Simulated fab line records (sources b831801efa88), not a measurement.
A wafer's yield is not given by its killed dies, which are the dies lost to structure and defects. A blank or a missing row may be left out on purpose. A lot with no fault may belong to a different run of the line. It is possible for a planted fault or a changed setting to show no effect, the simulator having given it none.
The same fault as seen by 2 desks    flow gf180mcu    every desk sees just its own numbers, and what lay behind them comes last

== METROLOGY DESK ==
Lot by lot, what the gauges showed, no matter which tool ran the lot: averages of those sampled wafers that carry a number. The brackets show how far a lot's mean lies from the usual mean; more than 4 standard deviations puts the lot out of limits, marked OUT.
Columns: A = HV_LDD_CVD_54_THK at GF_HV_LDD_THK_MEAS_55, usual 9.97 nm; B = HV_LDD_CVD_56_THK at GF_HV_LDD_THK_MEAS_57, usual 89.6 nm; C = NSD_OVL at GF_NSD_OVL_MEAS_08, usual -0.5 nm
lot   first seen here  A      B               C
L969  day 12 09:31     10.06  90.2            0.6
L970  day 12 16:49     9.97   89.3            0.2
L973  day 13 19:22     10.01  90.3            2.0
L976  day 14 17:56     9.86   90.7            0.1
L978  day 15 11:52     9.95   88.8            -0.2
L980  day 16 03:19     10.02  88.2            0.3
L982  day 16 19:14     9.79   91.0            -1.0
L983  day 17 11:17     9.78   89.0            -0.4
L985  day 17 17:58     9.98   88.9            -0.5
L992  day 20 00:22     9.98   71.7 (-16) OUT  -0.8
L991  day 20 05:43     10.05  72.5 (-16) OUT  -0.9
This desk finds L991, L992 out of limits, with the earliest case on L992 at day 20 01:51 (HV_LDD_CVD_56_THK at GF_HV_LDD_THK_MEAS_57). L969, L970, L973, L976, L978, L980, L982, L983, L985 stayed within limits.

== TOOL OWNER'S DESK, lpcvd-02 ==
The tool's own readings at GF_HV_LDD_CVD_56 (deposits Si3N4 from DCS/NH3, target thk 90 nm, time 1543 s): means of the sampled wafers that have a number, for each lot that ran on this tool. The brackets show how far a lot's mean lies from the usual mean; more than 4 standard deviations puts the lot out of limits, marked OUT.
Columns: A = pressure mtorr at GF_HV_LDD_CVD_56, usual 249.9 mTorr; B = spike tc bottom C at GF_HV_LDD_CVD_56, usual 786.5 C; C = spike tc centre C at GF_HV_LDD_CVD_56, usual 770.2 C; D = spike tc lower C at GF_HV_LDD_CVD_56, usual 769.6 C; E = spike tc top C at GF_HV_LDD_CVD_56, usual 785 C; F = spike tc upper C at GF_HV_LDD_CVD_56, usual 770.8 C; G = susceptor temp C at GF_HV_LDD_CVD_56, usual 770.0 C
lot   first seen here  A      B                 C                 D                 E    F                 G
L969  day 12 09:34     250.5  788.5             769.8             770.6             785  771.7             769.9
L973  day 13 19:25     249.9  784.7             769.5             769.2             791  770.6             770.1
L976  day 14 17:59     249.8  784.7             769.2             768.4             790  770.3             770.0
L982  day 16 19:18     249.4  783.5             769.0             768.8             790  770.9             770.5
L983  day 17 11:20     249.6  788.6             769.8             771.3             785  772.0             770.2
L992  day 20 00:25     249.2  777.9             758.2 (-8.6) OUT  758.2 (-8.1) OUT  773  760.5 (-8.6) OUT  758.9 (-34) OUT
L991  day 20 05:46     250.0  773.4 (-6.0) OUT  758.4 (-8.4) OUT  758.0 (-8.3) OUT  779  759.6 (-9.4) OUT  758.4 (-35) OUT
This desk's verdict: out of limits on L991, L992, starting with L992 at day 20 00:25 (spike tc centre C at GF_HV_LDD_CVD_56). L969, L973, L976, L982, L983 stayed within limits.

== BROUGHT TOGETHER ==
The tool owner's desk could have raised an alarm at day 20 00:25, on L991, L992.
L991, L992 would have let the metrology desk raise an alarm at day 20 01:51.
The lots listed all ran GF_HV_LDD_CVD_56 on lpcvd-02.

== WHAT THE SIMULATOR HAD INSERTED ==
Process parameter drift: lpcvd-02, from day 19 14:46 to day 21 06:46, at GF_HV_LDD_CVD_56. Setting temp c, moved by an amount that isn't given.
Lots struck among those shown: L991, L992.
Hours from the fault's start to each desk's first reading out of limits: the tool owner's desk, 10; the metrology desk, 11.
